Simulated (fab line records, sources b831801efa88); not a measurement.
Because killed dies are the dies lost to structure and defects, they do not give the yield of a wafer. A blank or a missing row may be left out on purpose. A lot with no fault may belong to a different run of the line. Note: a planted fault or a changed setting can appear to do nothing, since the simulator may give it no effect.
Chamber matching || flow sky130 || SKY_POLY_GATE_ETCH_17 on rieSi-02 has 4 sister chambers
The step etches poly-Si in HBr/Cl2, stops on SiO2, target depth 180 nm, time 70.5 s. 7 wafers are shown with their chamber, then 7 later ones without.

== WAFERS WITH THEIR CHAMBER ==
{"wafer": "L831.5", "chamber": 2, "drypumpMotorCurrentA (A)": 6.0, "throttleValvePct (%)": 33.692}
{"wafer": "L835.4", "chamber": 1, "drypumpMotorCurrentA (A)": 5.3, "throttleValvePct (%)": 33.693}
{"wafer": "L835.6", "chamber": 0, "drypumpMotorCurrentA (A)": 5.9, "throttleValvePct (%)": 33.693}
{"wafer": "L837.4", "chamber": 0, "drypumpMotorCurrentA (A)": 5.9, "throttleValvePct (%)": 33.680}
{"wafer": "L837.6", "chamber": 3, "drypumpMotorCurrentA (A)": 4.7, "throttleValvePct (%)": 33.678}
{"wafer": "L838.3", "chamber": 3, "drypumpMotorCurrentA (A)": 4.7, "throttleValvePct (%)": 33.694}
{"wafer": "L838.4", "chamber": 1, "drypumpMotorCurrentA (A)": 5.2, "throttleValvePct (%)": 33.693}

== WAFERS WITHOUT THEIR CHAMBER ==
{"wafer": "L838.6", "drypumpMotorCurrentA (A)": 6.0, "throttleValvePct (%)": 33.670}
{"wafer": "L839.3", "drypumpMotorCurrentA (A)": 6.0, "throttleValvePct (%)": 33.692}
{"wafer": "L839.4", "drypumpMotorCurrentA (A)": 5.3, "throttleValvePct (%)": 33.684}
{"wafer": "L839.6", "drypumpMotorCurrentA (A)": 5.3, "throttleValvePct (%)": 33.689}
{"wafer": "L852.1", "drypumpMotorCurrentA (A)": 4.7, "throttleValvePct (%)": 33.681}
{"wafer": "L852.3", "drypumpMotorCurrentA (A)": 5.2, "throttleValvePct (%)": 33.678}
{"wafer": "L852.6", "drypumpMotorCurrentA (A)": 5.8, "throttleValvePct (%)": 33.689}

== WHICH CHAMBER EACH WENT THROUGH ==
{"wafer": "L838.6", "from the rows above": "can't be placed: 2 or 0", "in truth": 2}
{"wafer": "L839.3", "from the rows above": 2, "in truth": 2}
{"wafer": "L839.4", "from the rows above": 1, "in truth": 1}
{"wafer": "L839.6", "from the rows above": 1, "in truth": 1}
{"wafer": "L852.1", "from the rows above": 3, "in truth": 3}
{"wafer": "L852.3", "from the rows above": 1, "in truth": 1}
{"wafer": "L852.6", "from the rows above": 0, "in truth": 0}
6 of 7 placed correctly. These rows do not allow placing 1 (true chamber among the candidates in 1). Placed wrongly: 0.
How it was worked out, from the rows above alone: a wafer's distance from a chamber is the root of the sum, over the readings, of the square of ((its reading less the chamber's mean) divided by the reading's scatter). If the next closest chamber is less than 2 further off than the closest, the wafer can't be placed; otherwise it belongs to the closest. A chamber's mean is the mean of its shown wafers. The scatter: take each reading less its chamber's mean, square it, sum over the shown wafers, divide by the number of wafers less the number of chambers, and take the root.
